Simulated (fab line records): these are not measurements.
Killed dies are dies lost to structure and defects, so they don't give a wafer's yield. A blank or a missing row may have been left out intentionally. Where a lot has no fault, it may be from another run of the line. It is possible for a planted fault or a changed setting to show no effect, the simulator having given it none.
fab line records    flow gf180mcu
record lots=14  wafers=42  last-day=34
route steps=602 shown V4@479 MIM@512
lots untouched by any fault: they come from a run of this same line in which no faults occurred
start-h: hours from the record's first day to the start of the lot's first wafer shown    wait-h: hours elapsed since this lot's preceding step    " as in the row above    L1.1+2: a row that stands for several wafers    - no value, or no start was given    * or withheld: withheld    < > ~ a bound
route shown NAME@n: names a module that has steps shown in the file, with the first one's number in the route    usual: mean/standard deviation taken from wafers without a fault    same: alike in all rows    chamber/n: place in a boat    sites: each site's reading    _std_site: standard deviation across them    _edge_site: mean of outer sites minus mean of inner sites    radius-mm: how far each site lies from the wafer's centre    mask NAME#n: copy n    behind: the most recent tool/chamber to have shaped the wafer    hold: why the lot was held/for how many hours/how that ended    device: whichever transistor did not switch (one of n, p or np)    end of line: the tests these same wafers got at the end of their route    a step with no rows: only its recipe    killed: dies lost to structure and defects at the first sort, not the wafer's yield    map: the dies of a wafer, with x for killed, . for not killed, _ for no die there
set.NAME: the run value of the setting; set.NAME@STEP: its run value at that earlier step    model.NAME: the simulator's own value behind a step, which no gauge read
one table for each step of the route and one row for each wafer, over a sample of lots
services: when a tool's chamber went out of use (start-h, in hours from the record's first day, below 0 if earlier), for how many hours, and the reason
## steps
# step GF_V4_THK_MEAS_03
# recipe reads=SiO2_of_V4_CVD_02
# usual V4_CVD_02_THK=850/11
lot.wafer  tool           chamber  start-h  wait-h  V4_CVD_02_THK[nm]
L802.2     film-metro-02  -        536.69   0.0     846
L802.5     "              -        "        "       865
L802.6     "              -        "        "       849
L803.1     film-metro-03  -        545.64   0.0     830
L803.3     "              -        "        "       847
L803.5     "              -        "        "       856
L804.2     film-metro-04  -        552.52   0.0     858
L804.5     "              -        "        "       857
L804.6     "              -        "        "       861
L805.1     film-metro-03  -        563.53   0.0     852
L805.3     "              -        "        "       856
L805.5     "              -        "        "       864
L807.1     film-metro-03  -        583.06   0.0     848
L807.2     "              -        "        "       829
L807.5     "              -        "        "       840
L808.2     film-metro-03  -        589.32   0.0     847
L808.5     "              -        "        "       866
L808.6     "              -        "        "       854
L809.1     film-metro-02  -        596.59   0.0     839
L809.2     "              -        "        "       838
L809.6     "              -        "        "       859
L810.1     film-metro-03  -        602.51   0.0     845
L810.2     "              -        "        "       839
L810.5     "              -        "        "       867
L819.1     film-metro-04  -        666.71   0.0     830
L819.4     "              -        "        "       857
L819.5     "              -        "        "       845
L821.3     film-metro-02  -        680.39   0.1     843
L821.4     "              -        "        "       846
L821.6     "              -        "        "       865
L820.3     film-metro-03  -        681.67   0.1     844
L820.4     "              -        "        "       863
L820.5     "              -        "        "       877
L823.1     film-metro-04  -        698.63   0.0     856
L823.3     "              -        "        "       852
L823.4     "              -        "        "       866
L822.1     film-metro-04  -        700.30   0.0     836
L822.5     "              -        "        "       866
L822.6     "              -        "        "       856
L824.1     film-metro-04  -        703.94   0.0     842
L824.2     "              -        "        "       833
L824.4     "              -        "        "       844
# step GF_V4_CMP_04
# recipe material=SiO2  down-force-psi=4  platen-rpm=60  pad-velocity-m-s=0.94248
# usual motor-current-A=12.1/1.1  platen-rpm=60.01/0.048  time-to-endpoint-s=80/4.7
lot.wafer  tool    chamber  start-h  wait-h  motor-current-A  platen-rpm  time-to-endpoint-s
L802.2     cmp-02  3        536.79   0.1     12.7             59.95       77
L802.6     "       2        "        "       10.2             59.96       76
L802.5     "       3        "        "       12.2             59.97       83
L803.1     cmp-02  0        545.75   0.1     10.5             59.98       76
L803.3     "       1        "        "       13.2             60.00       74
L803.5     "       0        "        "       10.4             60.00       87
L804.2     cmp-01  0        552.72   0.2     12.8             59.95       85
L804.5     "       1        "        "       13.5             60.07       86
L804.6     "       2        "        "       12.0             60.01       90
L805.3     cmp-02  0        563.69   0.1     11.3             59.93       89
L805.1     "       1        "        "       12.7             60.01       83
L805.5     "       2        "        "       9.8              60.01       85
L807.2     cmp-01  2        583.22   0.1     12.3             60.04       72
L807.1     "       3        "        "       11.5             59.92       73
L807.5     "       0        "        "       12.1             60.06       71
L808.2     cmp-02  1        589.42   0.1     12.8             60.00       79
L808.6     "       0        "        "       11.1             60.00       87
L808.5     "       1        "        "       12.6             59.98       87
L809.1     cmp-01  1        596.72   0.1     12.5             60.01       76
L809.2     "       3        "        "       12.0             59.99       71
L809.6     "       1        "        "       13.1             60.00       82
L810.1     cmp-02  2        602.62   0.1     9.7              59.92       78
L810.2     "       0        "        "       10.7             60.04       82
L810.5     "       1        "        "       12.8             60.05       83
L819.1     cmp-01  1        666.82   0.1     13.4             60.11       76
L819.4     "       3        "        "       12.1             59.94       85
L819.5     "       0        "        "       12.1             60.08       79
L821.3     cmp-01  1        680.43   0.0     13.3             60.04       84
L821.4     "       0        "        "       12.2             60.06       82
L821.6     "       1        "        "       13.3             60.08       91
L820.3     cmp-01  3        681.71   0.0     12.1             59.97       76
L820.4     "       1        "        "       12.3             59.99       89
L820.5     "       0        "        "       12.7             59.96       90
L823.1     cmp-02  0        698.69   0.1     10.8             59.96       87
L823.4     "       2        "        "       9.8              60.07       85
L823.3     "       3        "        "       12.1             59.96       80
L822.1     cmp-02  1        700.36   0.1     12.5             60.04       74
L822.5     "       1        "        "       12.9             60.02       84
L822.6     "       2        "        "       9.5              60.01       81
L824.4     cmp-01  2        704.00   0.0     11.8             60.02       81
L824.2     "       3        "        "       12.2             59.92       72
L824.1     "       0        "        "       12.7             60.00       78
# step GF_V4_SPUTTER_21
# recipe material=Ti  target-thk-nm=15  chamber-pressure-pa=5  power-w=2500  substrate-temp-c=200  time-s=80.02
# usual cathode-dc-power-W=2500.0/0.44  chamber-pressure-pa=5.001/0.01  throttle-valve-pct=30.5/1.6
lot.wafer  tool            chamber  start-h  wait-h  cathode-dc-power-W  chamber-pressure-pa  throttle-valve-pct
L802.2     pvd-sputter-01  -        559.92   0.0     2499.8              4.993                30.2
L802.5     "               -        "        "       2499.3              5.012                28.4
L802.6     "               -        "        "       2500.0              5.002                30.4
L803.1     pvd-sputter-02  -        568.78   0.0     2500.0              4.983                31.7
L803.3     "               -        "        "       2499.8              5.011                33.5
L803.5     "               -        "        "       2499.7              4.998                32.0
L804.2     pvd-sputter-02  -        576.41   0.0     2499.5              5.007                31.8
L804.5     "               -        "        "       2499.7              4.991                28.3
L804.6     "               -        "        "       2499.7              5.007                31.9
L805.1     pvd-sputter-01  -        585.98   0.0     2500.1              4.990                29.9
L805.3     "               -        "        "       2500.3              5.008                28.9
L805.5     "               -        "        "       2499.7              4.998                27.9
L807.1     pvd-sputter-02  -        605.08   0.0     2500.0              5.002                31.3
L807.2     "               -        "        "       2500.4              5.011                31.8
L807.5     "               -        "        "       2499.8              4.998                31.2
L808.2     pvd-sputter-01  -        611.63   0.0     -                   -                    -
L808.5     "               -        "        "       -                   -                    -
L808.6     "               -        "        "       -                   -                    -
L809.1     pvd-sputter-04  -        618.93   0.0     -                   -                    -
L809.2     "               -        "        "       -                   -                    -
L809.6     "               -        "        "       -                   -                    -
L810.1     pvd-sputter-02  -        624.51   0.0     2499.1              4.984                31.0
L810.2     "               -        "        "       2500.3              4.993                33.3
L810.5     "               -        "        "       2500.7              4.980                31.2
L819.1     pvd-sputter-02  -        687.53   0.0     2500.3              4.983                33.5
L819.4     "               -        "        "       2500.1              4.995                31.8
L819.5     "               -        "        "       2500.1              4.988                31.7
L821.3     pvd-sputter-04  -        700.24   0.0     2499.5              4.989                29.9
L821.4     "               -        "        "       2500.4              5.006                31.3
L821.6     "               -        "        "       2499.3              4.985                29.8
L820.3     pvd-sputter-01  -        701.78   0.0     2499.5              4.977                29.0
L820.4     "               -        "        "       2499.8              5.002                28.1
L820.5     "               -        "        "       2500.0              5.007                30.2
L823.1     pvd-sputter-04  -        717.98   0.0     2500.3              4.976                29.6
L823.3     "               -        "        "       2499.8              5.008                28.2
L823.4     "               -        "        "       2499.5              5.014                30.0
L822.1     pvd-sputter-01  -        719.83   0.0     2500.5              4.989                29.0
L822.5     "               -        "        "       2499.7              4.999                30.2
L822.6     "               -        "        "       2499.7              5.000                30.6
L824.1     pvd-sputter-02  -        723.30   0.0     2499.8              5.017                31.9
L824.2     "               -        "        "       2499.6              5.007                28.4
L824.4     "               -        "        "       2499.8              4.999                33.2
# step GF_MIM_SPUTTER_09
# recipe material=TiN  target-thk-nm=35  power-w=6500  time-s=29.2  chamber-pressure-pa=0.4
# usual cathode-dc-power-W=6500.1/1.2  chamber-pressure-pa=0.4000/0.00092  throttle-valve-pct=30.1/1.6
lot.wafer  tool            chamber  start-h  wait-h  cathode-dc-power-W  chamber-pressure-pa  throttle-valve-pct
L802.2     pvd-sputter-01  -        561.00   0.0     6500.6              0.4005               30.5
L802.5     "               -        "        "       6497.3              0.4013               27.9
L802.6     "               -        "        "       6499.2              0.3994               30.5
L803.1     pvd-sputter-03  -        569.86   0.0     6501.9              0.3999               30.5
L803.3     "               -        "        "       6499.2              0.3991               28.6
L803.5     "               -        "        "       6500.0              0.3997               29.2
L804.2     pvd-sputter-01  -        577.49   0.0     6502.2              0.3991               30.4
L804.5     "               -        "        "       6500.1              0.4007               28.1
L804.6     "               -        "        "       6498.5              0.4003               30.6
L805.1     pvd-sputter-01  -        587.05   0.0     6497.3              0.4007               29.0
L805.3     "               -        "        "       6500.1              0.3985               27.9
L805.5     "               -        "        "       6500.1              0.4003               28.0
L807.1     pvd-sputter-02  -        606.16   0.0     6499.7              0.3992               31.0
L807.2     "               -        "        "       6501.0              0.3990               33.2
L807.5     "               -        "        "       6499.7              0.3979               33.1
L810.1     pvd-sputter-02  -        625.59   0.0     6500.5              0.3998               31.8
L810.2     "               -        "        "       6500.4              0.3997               31.1
L810.5     "               -        "        "       6499.3              0.3997               31.9
L819.1     pvd-sputter-02  -        688.60   0.0     6500.4              0.3998               33.2
L819.4     "               -        "        "       6500.0              0.4007               28.6
L819.5     "               -        "        "       6500.9              0.4003               30.9
L821.3     pvd-sputter-02  -        701.31   0.0     6499.3              0.3978               33.2
L821.4     "               -        "        "       6502.9              0.3997               28.6
L821.6     "               -        "        "       6498.6              0.4010               30.9
L820.3     pvd-sputter-02  -        702.85   0.0     6499.1              0.4002               28.4
L820.4     "               -        "        "       6500.2              0.3982               32.8
L820.5     "               -        "        "       6501.9              0.4000               33.3
L823.1     pvd-sputter-03  -        719.05   0.0     6500.8              0.3982               29.3
L823.3     "               -        "        "       6499.2              0.3990               28.8
L823.4     "               -        "        "       6499.4              0.3994               28.7
L822.1     pvd-sputter-03  -        720.90   0.0     6498.3              0.4003               29.3
L822.5     "               -        "        "       6498.0              0.4013               29.0
L822.6     "               -        "        "       6499.8              0.4012               29.2
L824.1     pvd-sputter-02  -        724.37   0.0     6498.5              0.4008               31.0
L824.2     "               -        "        "       6497.8              0.4006               31.6
L824.4     "               -        "        "       6500.1              0.3997               33.4
## services
tool            chamber  start-h  hours  kind
cmp-01          -        534.02   3.4    repair
pvd-sputter-02  -        537.92   3.6    repair
cmp-02          -        543.12   0.6    repair
cmp-02          -        572.26   4.0    pm
cmp-02          -        576.26   -      consumable-replace:conditioner
cmp-02          -        576.26   -      consumable-replace:pad
pvd-sputter-02  -        716.08   0.7    repair
## key
first-sign step=GF_V4_SPUTTER_21  reading=tool-record  direction=missing
effect none on later readings
met-at GF_V4_SPUTTER_21
struck-lots L808,L809
later-rows-left-out L808.2,L808.5,L808.6,L809.1,L809.2,L809.6
sort-left-out L808.2,L808.5,L808.6,L809.1,L809.2,L809.6
not-acting-at GF_V4_THK_MEAS_03,GF_V4_CMP_04,GF_MIM_SPUTTER_09
onset-between 585.98 611.63
fault kind=skipped-step-whole  tool=pvd-sputter-01,pvd-sputter-04  chamber=-  onset-h=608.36  steps=GF_V4_SPUTTER_21  scope=struck-lots-only
# sort-left-out: the simulated sort isn't trusted on such a fault, so these wafers' sort isn't shown, and their yield isn't known
# later-rows-left-out: the simulator's readings of these wafers behind a module that went badly wrong aren't trusted and aren't shown, but for the sort
